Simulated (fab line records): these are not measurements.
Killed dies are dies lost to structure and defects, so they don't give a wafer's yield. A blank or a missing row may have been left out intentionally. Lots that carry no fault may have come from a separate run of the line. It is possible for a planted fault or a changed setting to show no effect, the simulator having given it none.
A lot that was struck, set against a sound lot :: flow sfqLine :: 21 out of 325 route steps
Sound: the wafers L177.2, L177.5, L177.6. Struck: wafer L187.6; the same lot's L187.4 was not struck, so it is left out; see the end for the cause.
For every step that has rows: the tool of each side, followed by ch and its chambers, followed by its first start. Under that, the readings that differ: sound wafers :: struck wafers :: difference of the means :: sigmas: that difference in standard deviations of wafers without a fault.
alike: readings whose means differ by less than 2 such deviations, and words and numbers that are the same on both sides. not compared: withheld readings, readings that some wafer has no value for, bounds like >300 that may hide the same value, and numbers for which the record gives no deviation and whose values overlap.
Wherever a step has rows on one side only, a row that says differs or no value, or a row with sigmas, the two part there. When numbers do not overlap yet have no deviation, they are printed without sigmas and do not part them. A reading that every wafer of one side lacks parts them only if that side has two wafers or more.

first, 2 steps without rows for these wafers: SFQ_TRILAYER_M7_LITHO_PEB_180 (peb time 60 s); SFQ_TRILAYER_M7_LITHO_DEVELOP_179 (time 60 s).
SFQ_M7_OVL_MEAS_945:
  sound on overlay-02 at day 81 12:40; struck on overlay-01 at day 83 00:43
  alike: M7_OVL
then, 2 steps without rows for these wafers: SFQ_TRILAYER_M7_BARC_OPEN_METAL_ETCH_229 (etches BARC in O2, target depth 125 nm, time 41.7 s); SFQ_TRILAYER_M7_ETCH_METAL_ETCH_180 (etches Nb in Cl2/Ar, stops on SiO2, target depth 240 nm, time 120 s).
SFQ_TRILAYER_M7_STRIP_STRIP_181: strips in O2.
  sound on rieMetal-03 ch 0,1, day 81 12:53; struck on rieMetal-01 ch 0, day 83 01:08
  alike: drypumpMotorCurrentA, oesProductAu, platenTempC
  not compared: rfHoursCounterH
then, 1 step without rows for these wafers: SFQ_TRILAYER_M7_STRIP_SOLV_CLEAN_182 (cleans in NMP, time 600 s).
SFQ_TRILAYER_I7_DEP_PECVD_183: deposits SiO2 from SiH4/N2O, time 111.11 s, target thk 500 nm.
  sound on pecvd-02 ch 0,1,2, day 81 13:40; struck on pecvd-02 ch 0, day 83 01:44
  alike: heaterPowerW, throttleValvePct
SFQ_TRILAYER_I7_CMP_CMP_184: polishes SiO2.
  sound on cmp-01 ch 1,2,3, day 81 15:14; struck on cmp-01 ch 0, day 83 04:35
  alike: motorCurrentA, timeToEndpointS
SFQ_I7_BOW_MEAS_946:
  sound on filmMetro-03 at day 81 16:46; struck on filmMetro-02 at day 83 05:38
  alike: I7_BOW
then, 2 steps without rows for these wafers: SFQ_TRILAYER_I7_METRO_MEASURE_185; SFQ_TRILAYER_I7_VIA_LITHO_COAT_192 (resist thk 62 nm).
SFQ_TRILAYER_I7_VIA_LITHO_COAT_187: resist thk 650 nm.
  sound on lithoTrack-02 ch 0, day 81 18:25; struck on lithoTrack-04 ch 0, day 83 07:21
reading: model.KrF_of_TRILAYER_I7_VIA_LITHO_COAT_187.thkNm (nm)
sound: 648 645.9 648
struck: 598.8
difference: -48.5
sigmas: 
then, 4 steps without rows for these wafers: SFQ_TRILAYER_I7_VIA_LITHO_SOFTBAKE_191; SFQ_TRILAYER_I7_VIA_LITHO_EXPOSE_188 (exposes mask I7, target cd 1000 nm); SFQ_TRILAYER_I7_VIA_LITHO_PEB_190 (peb time 60 s); SFQ_TRILAYER_I7_VIA_LITHO_DEVELOP_189 (time 60 s).
-- the record jumps here: 4 days lie between the struck wafers' starts before and after --
SFQ_I7_OVL_MEAS_947:
  sound on overlay-02 at day 81 20:19; struck on overlay-02 at day 87 19:04
  alike: I7_OVL
SFQ_TRILAYER_I7_VIA_BARC_OPEN_VIA_ETCH_260: etches BARC in O2, target depth 125 nm, time 41.7 s.
  sound on rieDiel-04 ch 0,2,3, day 81 20:21; struck on rieDiel-04 ch 0, day 87 19:05
  alike: drypumpMotorCurrentA, oesProductAu
  not compared: rfHoursCounterH
SFQ_TRILAYER_I7_VIA_ETCH_VIA_ETCH_190: etches SiO2 in CHF3, stops on Nb, target depth 260 nm.
  sound on rieDiel-04 ch 0,2,3, day 81 20:23; struck on rieDiel-04 ch 0, day 87 19:07
reading: model.KrF_of_TRILAYER_I7_VIA_LITHO_COAT_187.thkNm (nm)
sound: 525.6 522.5 523.2
struck: 476.2
difference: -47.6
sigmas: 
  alike: drypumpMotorCurrentA, oesProductAu
SFQ_TRILAYER_I7_VIA_STRIP_STRIP_191: strips in O2.
  sound on rieMetal-02 ch 0,1, day 81 20:30; struck on rieMetal-04 ch 1, day 87 19:26
  alike: drypumpMotorCurrentA, oesProductAu, platenTempC
  not compared: rfHoursCounterH

== WHERE THEY PART ==
Nowhere in this record.

WHY: the cause the simulator had injected
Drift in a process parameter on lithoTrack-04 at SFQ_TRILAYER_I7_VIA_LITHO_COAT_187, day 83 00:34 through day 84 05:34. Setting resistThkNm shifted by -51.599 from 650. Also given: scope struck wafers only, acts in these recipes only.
